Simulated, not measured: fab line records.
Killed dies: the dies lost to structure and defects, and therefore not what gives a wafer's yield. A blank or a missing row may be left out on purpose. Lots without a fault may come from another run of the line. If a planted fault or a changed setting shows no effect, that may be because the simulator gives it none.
Shared-tool check | flow sky130 | Lots sampled 10, wafers sampled 36

WHY IT WAS OPENED
SKY_POLY_GATE_THK_MEAS_01, reading POLY_GATE_CVD_00_THK: flagged on 2 of 10 lots. Wafers without a fault read 179.7 nm, standard deviation 1.5.
Rule: a lot gets a flag if all its wafers with a number sit over 4 standard deviations from that mean, or if no wafer of it has a number. The other lots count as sound.

lot  | measured     | on           | POLY_GATE_CVD_00_THK (nm), wafer by wafer | flag
L708 | day 13 18:20 | filmMetro-01 | 181.3 183.1 181.2                         | 
L712 | day 15 04:02 | filmMetro-02 | 177.4 178.7 179.5                         | 
L715 | day 16 10:32 | filmMetro-03 | 152.0 157.5 167.8 152.0 157.5 168.0       | FLAGGED
L716 | day 16 21:49 | filmMetro-02 | 147.3 141.8 147.0 147.2 141.9 146.9       | FLAGGED
L725 | day 20 05:32 | filmMetro-01 | 180.1 180.0 179.2                         | 
L727 | day 20 19:51 | filmMetro-02 | 180.8 179.6 179.1                         | 
L728 | day 21 00:01 | filmMetro-03 | 178.2 177.3 178.5                         | 
L729 | day 21 09:25 | filmMetro-03 | 181.1 178.9 180.6                         | 
L730 | day 21 21:10 | filmMetro-03 | 180.8 181.6 181.0                         | 
L731 | day 22 07:26 | filmMetro-01 | 179.6 181.5 179.0                         | 
The numbers of the flagged lots are 152.2 nm on average: -27.5 nm against the usual, or -18 standard deviations.

WHICH TOOL EACH LOT WENT THROUGH
2 process steps preceding the reading are held in the record, out of 708 steps in the route. Every cell lists first the tool, next ch and the chambers used by the sampled wafers, and last the start.
lot  | flag    | SKY_VT_ADJUST_LVTN_STRIP_20         | SKY_POLY_GATE_CVD_00
L708 |         | plasmaAsher-03 ch 0,1, day 7 13:50  | lpcvd-01 ch 1, day 13 17:07
L712 |         | plasmaAsher-03 ch 0,1, day 8 18:17  | lpcvd-01 ch 1, day 15 02:50
L715 | FLAGGED | plasmaAsher-01 ch 0,1, day 9 15:26  | lpcvd-01 ch 0, day 16 09:20
L716 | FLAGGED | plasmaAsher-03 ch 0, day 9 23:24    | lpcvd-01 ch 0, day 16 20:37
L725 |         | plasmaAsher-03 ch 0,1, day 12 15:13 | lpcvd-01 ch 0, day 20 04:20
L727 |         | plasmaAsher-01 ch 0,1, day 13 03:05 | lpcvd-01 ch 0, day 20 18:39
L728 |         | plasmaAsher-03 ch 0,1, day 13 06:25 | lpcvd-01 ch 1, day 20 22:49
L729 |         | plasmaAsher-01 ch 0,1, day 13 15:32 | lpcvd-01 ch 1, day 21 08:12
L730 |         | plasmaAsher-04 ch 0,1, day 14 03:59 | lpcvd-01 ch 1, day 21 19:58
L731 |         | plasmaAsher-04 ch 0,1, day 14 09:35 | lpcvd-01 ch 1, day 22 06:14
These steps, and what they do:
- SKY_VT_ADJUST_LVTN_STRIP_20: strips in O2/N2.
- SKY_POLY_GATE_CVD_00: deposits poly-Si, target thk 180 nm, time 720 s.
- SKY_POLY_GATE_THK_MEAS_01

FLAGGED OVER TOTAL, TOOL BY TOOL (the gauges that took the reading come last)
step                        | tool           | lots run | flagged | share of the flagged lots | sound lots run after its first flagged lot
SKY_VT_ADJUST_LVTN_STRIP_20 | plasmaAsher-01 | 3        | 1       | some                      | 2 (L727,L729)
SKY_VT_ADJUST_LVTN_STRIP_20 | plasmaAsher-03 | 5        | 1       | some                      | 2 (L725,L728)
SKY_VT_ADJUST_LVTN_STRIP_20 | plasmaAsher-04 | 2        | 0       | none                      | -
SKY_POLY_GATE_CVD_00        | lpcvd-01       | 10       | 2       | all                       | 6 (L725,L727,L728,L729,L730,L731)
SKY_POLY_GATE_THK_MEAS_01   | filmMetro-01   | 3        | 0       | none                      | -
SKY_POLY_GATE_THK_MEAS_01   | filmMetro-02   | 3        | 1       | some                      | 1 (L727)
SKY_POLY_GATE_THK_MEAS_01   | filmMetro-03   | 4        | 1       | some                      | 3 (L728,L729,L730)

WHAT THE TABLE PERMITS
Rows of the table that ran each flagged lot: 1, that is lpcvd-01 at SKY_POLY_GATE_CVD_00.
- lpcvd-01 at SKY_POLY_GATE_CVD_00 ran 10 lots, 2 of them flagged. Sound lots ran on it after the first flagged one (L725, L727, L728, L729, L730, L731), which a lasting fault on the whole tool wouldn't allow. Its own readings (spikeTcCentreC) fall more than 4 standard deviations out on all wafers of the flagged lots.
There is no row in the table that ran each flagged lot and no sound lot after the first.

WHAT THE SIMULATOR HAD PUT IN
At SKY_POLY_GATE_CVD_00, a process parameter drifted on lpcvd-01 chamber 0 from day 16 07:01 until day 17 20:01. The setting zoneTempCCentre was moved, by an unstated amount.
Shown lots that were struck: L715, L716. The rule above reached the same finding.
